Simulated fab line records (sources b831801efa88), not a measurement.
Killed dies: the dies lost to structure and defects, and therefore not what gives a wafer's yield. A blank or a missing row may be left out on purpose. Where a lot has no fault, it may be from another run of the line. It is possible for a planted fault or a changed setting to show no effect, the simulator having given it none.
Check of tool commonality | flow gf180mcu | Sampled: 13 lots, 39 wafers

== WHY IT WAS OPENED ==
On 2 of the 13 lots, a flag is raised at GF_M2_CD_MEAS_14 on the reading cd nm. No-fault wafers: 280.1 nm, standard deviation 1.1.
Rule: a lot is flagged when every wafer of it that has a number lies more than 4 standard deviations from that mean, or none has a number. The rest of the lots are taken to be sound.

lot  | measured     | on        | cd nm (nm), wafer by wafer | flag
L644 | day 19 15:02 | cd sem-01 | 282.2 283.0 281.0          |
L645 | day 19 21:53 | cd sem-01 | 280.7 280.7 280.7          |
L646 | day 20 11:52 | cd sem-02 | 280.1 280.4 279.4          |
L647 | day 21 03:14 | cd sem-02 | 281.6 280.8 280.8          |
L648 | day 21 03:44 | cd sem-01 | 279.3 280.0 280.4          |
L649 | day 21 10:13 | cd sem-01 | 278.5 279.5 280.2          |
L650 | day 22 05:52 | cd sem-01 | 280.2 280.1 280.5          |
L651 | day 22 10:13 | cd sem-02 | 281.4 281.3 279.8          |
L661 | day 25 20:33 | cd sem-01 | 272.9 263.4 271.7          | FLAGGED
L660 | day 25 20:58 | cd sem-02 | 257.3 269.3 264.2          | FLAGGED
L663 | day 26 12:25 | cd sem-02 | 279.1 277.4 279.0          |
L665 | day 26 22:37 | cd sem-02 | 280.0 281.9 280.0          |
L666 | day 27 06:34 | cd sem-02 | 279.8 280.2 280.5          |
The numbers of the flagged lots are 266.5 nm on average: -13.6 nm against the usual, or -12 standard deviations.

== TOOL THAT RAN EACH LOT ==
The record holds 3 process steps before the reading, out of a route of 602 steps. Every cell lists first the tool, next ch and the chambers used by the sampled wafers, and last the start.
lot  | flag    | GF_CONTACT_CMP_04             | GF_M2_SPUTTER_00             | GF_M2_EXPOSE_11
L644 |         | cmp-01 ch 1,3, day 15 12:50   | pvd sputter-03, day 18 14:38 | krf scanner-02 ch 0, day 19 02:44
L645 |         | cmp-02 ch 1,2, day 15 17:55   | pvd sputter-04, day 18 21:08 | krf scanner-02 ch 0, day 19 09:08
L646 |         | cmp-02 ch 0,1,3, day 16 06:57 | pvd sputter-02, day 19 10:58 | krf scanner-02 ch 0, day 19 23:58
L647 |         | cmp-02 ch 0,2,3, day 16 20:47 | pvd sputter-03, day 20 02:28 | krf scanner-01 ch 0, day 20 14:48
L648 |         | cmp-02 ch 0,2, day 16 22:45   | pvd sputter-04, day 20 03:10 | krf scanner-01 ch 0, day 20 15:44
L649 |         | cmp-01 ch 0,1,3, day 17 04:01 | pvd sputter-04, day 20 09:47 | krf scanner-02 ch 0, day 20 22:36
L650 |         | cmp-01 ch 1,2,3, day 18 00:15 | pvd sputter-02, day 21 06:11 | krf scanner-02 ch 0, day 21 18:40
L651 |         | cmp-02 ch 1,3, day 18 04:20   | pvd sputter-04, day 21 10:23 | krf scanner-02 ch 0, day 21 22:37
L661 | FLAGGED | cmp-02 ch 0,1,2, day 21 19:29 | pvd sputter-03, day 24 22:49 | krf scanner-01 ch 0, day 25 09:38
L660 | FLAGGED | cmp-01 ch 2,3, day 21 20:05   | pvd sputter-02, day 24 23:07 | krf scanner-01 ch 0, day 25 09:48
L663 |         | cmp-02 ch 0,2,3, day 22 14:59 | pvd sputter-03, day 25 15:15 | krf scanner-02 ch 0, day 26 02:11
L665 |         | cmp-01 ch 0,1, day 23 01:44   | pvd sputter-03, day 26 01:36 | krf scanner-02 ch 0, day 26 11:58
L666 |         | cmp-02 ch 0,1,2, day 23 11:50 | pvd sputter-02, day 26 09:50 | krf scanner-02 ch 0, day 26 20:56
These steps, and what they do:
- GF_CONTACT_CMP_04: polishes SiO2.
- GF_M2_SPUTTER_00: material Ti, target thk 37.5 nm, time 150 s.
- GF_M2_EXPOSE_11: exposes mask Metal2, target cd 280 nm.
- GF_M2_CD_MEAS_14: target cd 280 nm.

== FLAGGED AGAINST TOTAL, ONE TOOL AT A TIME (gauges that did the reading follow at the end) ==
step              | tool           | lots run | flagged | share of the flagged lots | sound lots run after its first flagged lot
GF_CONTACT_CMP_04 | cmp-01         | 5        | 1       | some                      | 1 (L665)
GF_CONTACT_CMP_04 | cmp-02         | 8        | 1       | some                      | 2 (L663,L666)
GF_M2_SPUTTER_00  | pvd sputter-02 | 4        | 1       | some                      | 1 (L666)
GF_M2_SPUTTER_00  | pvd sputter-03 | 5        | 1       | some                      | 2 (L663,L665)
GF_M2_SPUTTER_00  | pvd sputter-04 | 4        | 0       | none                      | -
GF_M2_EXPOSE_11   | krf scanner-01 | 4        | 2       | all                       | 0
GF_M2_EXPOSE_11   | krf scanner-02 | 9        | 0       | none                      | -
GF_M2_CD_MEAS_14  | cd sem-01      | 6        | 1       | some                      | 0
GF_M2_CD_MEAS_14  | cd sem-02      | 7        | 1       | some                      | 3 (L663,L665,L666)

== WHAT THE TABLE PERMITS ==
1 row of the table ran every flagged lot: krf scanner-01 at GF_M2_EXPOSE_11.
- krf scanner-01 at GF_M2_EXPOSE_11 ran 4 lots, 2 of them flagged. A fault beginning between L648 (day 20 15:44), its last sound lot, and L661 (day 25 09:38), its first flagged one, fits the data.
What remains is a single tool, krf scanner-01 at GF_M2_EXPOSE_11.

== WHAT WAS PUT IN BY THE SIMULATOR ==
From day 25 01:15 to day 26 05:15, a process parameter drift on krf scanner-01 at GF_M2_EXPOSE_11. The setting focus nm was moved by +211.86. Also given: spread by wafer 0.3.
Lots struck among those shown: L661, L660. The rule above found the same.
